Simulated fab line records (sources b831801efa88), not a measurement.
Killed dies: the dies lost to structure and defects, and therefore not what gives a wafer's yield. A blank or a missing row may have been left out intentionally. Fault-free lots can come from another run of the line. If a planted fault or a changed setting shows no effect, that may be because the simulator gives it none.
Matching of chambers || flow gf180mcu || GF_V4_CMP_26 on cmp-01: 4 sister chambers
The step polishes, stops on SiO2, t overpolish 15 s, target thk 0 nm. 33 wafers are shown with their chamber, then 12 later ones without.

## WAFERS PAIRED WITH THEIR CHAMBERS
{"wafer": "L075.2", "chamber": 2, "motorCurrentA (A)": 12.8, "timeToEndpointS (s)": 81, "overpolishRunS (s)": 14.995}
{"wafer": "L075.4", "chamber": 0, "motorCurrentA (A)": 9.7, "timeToEndpointS (s)": 85, "overpolishRunS (s)": 14.998}
{"wafer": "L075.5", "chamber": 0, "motorCurrentA (A)": 9.4, "timeToEndpointS (s)": 86, "overpolishRunS (s)": 15.012}
{"wafer": "L076.2", "chamber": 1, "motorCurrentA (A)": 10.4, "timeToEndpointS (s)": 90, "overpolishRunS (s)": 15.000}
{"wafer": "L076.4", "chamber": 0, "motorCurrentA (A)": 10.2, "timeToEndpointS (s)": 88, "overpolishRunS (s)": 15.010}
{"wafer": "L076.5", "chamber": 2, "motorCurrentA (A)": 11.9, "timeToEndpointS (s)": 88, "overpolishRunS (s)": 14.998}
{"wafer": "L079.2", "chamber": 0, "motorCurrentA (A)": 9.6, "timeToEndpointS (s)": 88, "overpolishRunS (s)": 15.020}
{"wafer": "L079.3", "chamber": 1, "motorCurrentA (A)": 10.5, "timeToEndpointS (s)": 91, "overpolishRunS (s)": 15.010}
{"wafer": "L079.6", "chamber": 3, "motorCurrentA (A)": 10.2, "timeToEndpointS (s)": 86, "overpolishRunS (s)": 14.999}
{"wafer": "L080.3", "chamber": 1, "motorCurrentA (A)": 10.6, "timeToEndpointS (s)": 85, "overpolishRunS (s)": 15.012}
{"wafer": "L080.5", "chamber": 1, "motorCurrentA (A)": 10.3, "timeToEndpointS (s)": 86, "overpolishRunS (s)": 15.012}
{"wafer": "L080.6", "chamber": 2, "motorCurrentA (A)": 12.6, "timeToEndpointS (s)": 84, "overpolishRunS (s)": 14.978}
{"wafer": "L081.1", "chamber": 3, "motorCurrentA (A)": 10.3, "timeToEndpointS (s)": 82, "overpolishRunS (s)": 14.982}
{"wafer": "L081.3", "chamber": 1, "motorCurrentA (A)": 10.5, "timeToEndpointS (s)": 79, "overpolishRunS (s)": 15.004}
{"wafer": "L081.5", "chamber": 0, "motorCurrentA (A)": 10.2, "timeToEndpointS (s)": 85, "overpolishRunS (s)": 15.002}
{"wafer": "L082.1", "chamber": 2, "motorCurrentA (A)": 11.8, "timeToEndpointS (s)": 79, "overpolishRunS (s)": 15.007}
{"wafer": "L082.2", "chamber": 1, "motorCurrentA (A)": 11.0, "timeToEndpointS (s)": 83, "overpolishRunS (s)": 15.001}
{"wafer": "L082.6", "chamber": 3, "motorCurrentA (A)": 10.4, "timeToEndpointS (s)": 80, "overpolishRunS (s)": 14.999}
{"wafer": "L083.2", "chamber": 0, "motorCurrentA (A)": 9.6, "timeToEndpointS (s)": 79, "overpolishRunS (s)": 14.988}
{"wafer": "L083.4", "chamber": 2, "motorCurrentA (A)": 12.1, "timeToEndpointS (s)": 75, "overpolishRunS (s)": 14.985}
{"wafer": "L083.5", "chamber": 3, "motorCurrentA (A)": 11.0, "timeToEndpointS (s)": 76, "overpolishRunS (s)": 15.006}
{"wafer": "L084.3", "chamber": 2, "motorCurrentA (A)": 12.8, "timeToEndpointS (s)": 79, "overpolishRunS (s)": 14.994}
{"wafer": "L084.4", "chamber": 0, "motorCurrentA (A)": 9.8, "timeToEndpointS (s)": 83, "overpolishRunS (s)": 15.009}
{"wafer": "L084.6", "chamber": 2, "motorCurrentA (A)": 13.2, "timeToEndpointS (s)": 80, "overpolishRunS (s)": 14.992}
{"wafer": "L085.2", "chamber": 3, "motorCurrentA (A)": 10.4, "timeToEndpointS (s)": 74, "overpolishRunS (s)": 14.999}
{"wafer": "L085.3", "chamber": 1, "motorCurrentA (A)": 10.9, "timeToEndpointS (s)": 79, "overpolishRunS (s)": 14.988}
{"wafer": "L085.5", "chamber": 3, "motorCurrentA (A)": 10.3, "timeToEndpointS (s)": 78, "overpolishRunS (s)": 14.990}
{"wafer": "L086.1", "chamber": 2, "motorCurrentA (A)": 12.9, "timeToEndpointS (s)": 82, "overpolishRunS (s)": 14.981}
{"wafer": "L086.3", "chamber": 1, "motorCurrentA (A)": 10.3, "timeToEndpointS (s)": 85, "overpolishRunS (s)": 14.995}
{"wafer": "L086.4", "chamber": 0, "motorCurrentA (A)": 9.4, "timeToEndpointS (s)": 83, "overpolishRunS (s)": 14.978}
{"wafer": "L087.2", "chamber": 2, "motorCurrentA (A)": 12.9, "timeToEndpointS (s)": 78, "overpolishRunS (s)": 14.994}
{"wafer": "L087.5", "chamber": 3, "motorCurrentA (A)": 10.6, "timeToEndpointS (s)": 79, "overpolishRunS (s)": 15.011}
{"wafer": "L087.6", "chamber": 2, "motorCurrentA (A)": 12.7, "timeToEndpointS (s)": 78, "overpolishRunS (s)": 15.003}

SIGNATURES (averages over the wafers above)
{"reading": "motorCurrentA", "chamber 0": 9.738, "chamber 1": 10.562, "chamber 2": 12.570, "chamber 3": 10.457, "scatter within a chamber": 0.353}
{"reading": "timeToEndpointS", "chamber 0": 84.62, "chamber 1": 84.75, "chamber 2": 80.40, "chamber 3": 79.29, "scatter within a chamber": 3.77}
{"reading": "overpolishRunS", "chamber 0": 15.00212, "chamber 1": 15.00275, "chamber 2": 14.99270, "chamber 3": 14.99800, "scatter within a chamber": 0.0104}
Rule: a wafer lies at a distance from a chamber equal to the root of the sum of squares, over the readings, of (its reading less the chamber's mean, divided by the reading's scatter). If the next closest chamber is less than 2 further off than the closest, the wafer can't be placed; otherwise it belongs to the closest. How the scatter is found: for the shown wafers, subtract from each reading the mean of its chamber, square and add these, divide the total by (wafers less chambers), then take the root.

## WAFERS WITH NO CHAMBER GIVEN
{"wafer": "L089.2", "motorCurrentA (A)": 13.3, "timeToEndpointS (s)": 77, "overpolishRunS (s)": 15.002}
{"wafer": "L089.4", "motorCurrentA (A)": 11.2, "timeToEndpointS (s)": 82, "overpolishRunS (s)": 15.009}
{"wafer": "L089.6", "motorCurrentA (A)": 10.2, "timeToEndpointS (s)": 83, "overpolishRunS (s)": 14.997}
{"wafer": "L088.2", "motorCurrentA (A)": 10.4, "timeToEndpointS (s)": 85, "overpolishRunS (s)": 15.004}
{"wafer": "L088.3", "motorCurrentA (A)": 9.7, "timeToEndpointS (s)": 82, "overpolishRunS (s)": 14.999}
{"wafer": "L088.6", "motorCurrentA (A)": 9.9, "timeToEndpointS (s)": 86, "overpolishRunS (s)": 14.999}
{"wafer": "L090.2", "motorCurrentA (A)": 11.0, "timeToEndpointS (s)": 82, "overpolishRunS (s)": 14.997}
{"wafer": "L090.3", "motorCurrentA (A)": 10.5, "timeToEndpointS (s)": 83, "overpolishRunS (s)": 14.997}
{"wafer": "L090.4", "motorCurrentA (A)": 9.7, "timeToEndpointS (s)": 85, "overpolishRunS (s)": 15.013}
{"wafer": "L097.1", "motorCurrentA (A)": 9.6, "timeToEndpointS (s)": 79, "overpolishRunS (s)": 15.008}
{"wafer": "L097.4", "motorCurrentA (A)": 10.4, "timeToEndpointS (s)": 80, "overpolishRunS (s)": 14.991}
{"wafer": "L097.5", "motorCurrentA (A)": 12.7, "timeToEndpointS (s)": 76, "overpolishRunS (s)": 14.996}

## THE CHAMBER EACH PASSED THROUGH
{"wafer": "L089.2", "from the rows above": 2, "in truth": 2}
{"wafer": "L089.4", "from the rows above": "can't be placed: 1 or 3", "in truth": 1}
{"wafer": "L089.6", "from the rows above": "can't be placed: 3 or 1 or 0", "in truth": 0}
{"wafer": "L088.2", "from the rows above": "can't be placed: 1 or 3 or 0", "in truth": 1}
{"wafer": "L088.3", "from the rows above": "can't be placed: 0 or 3 or 1", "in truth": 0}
{"wafer": "L088.6", "from the rows above": "can't be placed: 0 or 1 or 3", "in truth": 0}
{"wafer": "L090.2", "from the rows above": "can't be placed: 1 or 3", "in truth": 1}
{"wafer": "L090.3", "from the rows above": "can't be placed: 1 or 3 or 0", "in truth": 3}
{"wafer": "L090.4", "from the rows above": "can't be placed: 0 or 1 or 3", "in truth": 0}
{"wafer": "L097.1", "from the rows above": "can't be placed: 0 or 3 or 1", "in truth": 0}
{"wafer": "L097.4", "from the rows above": "can't be placed: 3 or 1 or 0", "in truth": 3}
{"wafer": "L097.5", "from the rows above": 2, "in truth": 2}
Placed correctly: 2 of 12. Unplaceable from these rows: 10, with the true chamber sitting among the candidates in 10. Number placed wrongly: 0.
